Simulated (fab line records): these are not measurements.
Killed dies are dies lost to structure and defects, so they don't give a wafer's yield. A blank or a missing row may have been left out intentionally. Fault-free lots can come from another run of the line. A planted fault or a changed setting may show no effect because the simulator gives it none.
A struck lot beside a sound one    flow gf180mcu    15 steps out of a route of 602
Sound: the wafers L755.1, L755.2, L755.3. Struck: wafer L757.2 (left out: L757.1, a lot-mate that was not struck); the cause follows at the end.
Per side, at each step with rows, come the tool, then ch with its chambers, and then its first start. Under that, the readings that differ: sound wafers    struck wafers    difference of the means    sigmas: that difference in standard deviations of wafers without a fault.
alike: a reading whose means differ by less than 2 such deviations, as well as words and numbers matching on both sides. not compared: withheld readings; readings where some wafer has no value; bounds like >300 that might hide an equal value; numbers whose values overlap and for which the record gives no deviation.
A row with sigmas, a row that says differs or no value, or rows on one side alone: a step with any of these is where the two part. When numbers do not overlap yet have no deviation, they are printed without sigmas and do not part them. A reading that every wafer of one side lacks parts them only if that side has two wafers or more.

first, 6 steps without rows for these wafers: GF_TOP_METAL_HMDS_08 (prime time 60 s); GF_TOP_METAL_COAT_09 (resist thk 1500 nm); GF_TOP_METAL_SOFTBAKE_10 (time 60 s); GF_TOP_METAL_EXPOSE_11 (exposes mask MetalTop, target cd 440 nm); GF_TOP_METAL_PEB_12; GF_TOP_METAL_DEVELOP_13 (develop time 60 s).
GF_TOP_METAL_CD_MEAS_14: the cd target is 440 nm.
  sound on cdSem-01 at day 29 14:35; struck on cdSem-01 at day 30 08:35
  alike: cdNm
GF_TOP_METAL_OVL_MEAS_15:
  sound on overlay-01 at day 29 14:42; struck on overlay-01 at day 30 08:42
  alike: TOP_METAL_OVL
GF_TOP_METAL_METAL_ETCH_16: etches the open film in Cl2/BCl3, stops on SiO2, target depth 1197 nm, time 199.5 s.
  sound on rieMetal-04 ch 0,1, day 29 14:44; struck on rieMetal-04 ch 0, day 30 08:44
  alike: drypumpMotorCurrentA, oesProductAu, throttleValvePct
  not compared: rfHoursCounterH
GF_TOP_METAL_STRIP_17: strips in O2/N2.
  sound on plasmaAsher-01 ch 0,1, day 29 14:55; struck on plasmaAsher-03 ch 0, day 30 08:56
reading                   sound              struck  difference  sigmas
stripTimeToEndpointS (s)  12.85 12.98 12.89  13.04   +0.13       +3
  alike: drypumpMotorCurrentA, heaterPowerW, oesProductAu
  not compared: rfHoursCounterH
then, 2 steps without rows for these wafers: GF_TOP_METAL_STRIP_18 (strips in post etch residue remover, time 1200 s); GF_TOP_METAL_CLEAN_19 (cleans in DIW).
GF_PASSIVATION_CVD_00: deposits SiO2 from TEOS, target thk 1000 nm, time 111.95 s.
  sound on pecvd-02 ch 0,1,2, day 29 15:29; struck on pecvd-02 ch 1, day 30 09:30
reading                                      sound              struck  difference  sigmas
model.SiO2_of_PASSIVATION_CVD_00.thkNm (nm)  992.5 990.9 986.8  1292    +302        
  alike: heaterPowerOuterW, heaterPowerW
GF_PASSIVATION_THK_MEAS_01:
  sound on filmMetro-01 at day 29 15:34; struck on filmMetro-01 at day 30 09:48
reading                      sound        struck  difference  sigmas
PASSIVATION_CVD_00_THK (nm)  992 991 987  1293    +303        +23
  not compared: hold
GF_PASSIVATION_CVD_02: deposits Si3N4, target thk 700 nm, time 486.18 s.
  sound on pecvd-03 ch 0,1,2, day 29 15:38; struck on pecvd-04 ch 2, day 30 10:55
reading  sound  struck                   difference                    sigmas
hold     - - -  awaitDispo/1.1h/release  no value on the sound wafers  
  alike: heaterPowerOuterW, heaterPowerW

== WHERE THEY PART ==
Earliest at GF_TOP_METAL_STRIP_17; latest, in this record, at GF_PASSIVATION_CVD_02.

WHY: what had been put in by the simulator
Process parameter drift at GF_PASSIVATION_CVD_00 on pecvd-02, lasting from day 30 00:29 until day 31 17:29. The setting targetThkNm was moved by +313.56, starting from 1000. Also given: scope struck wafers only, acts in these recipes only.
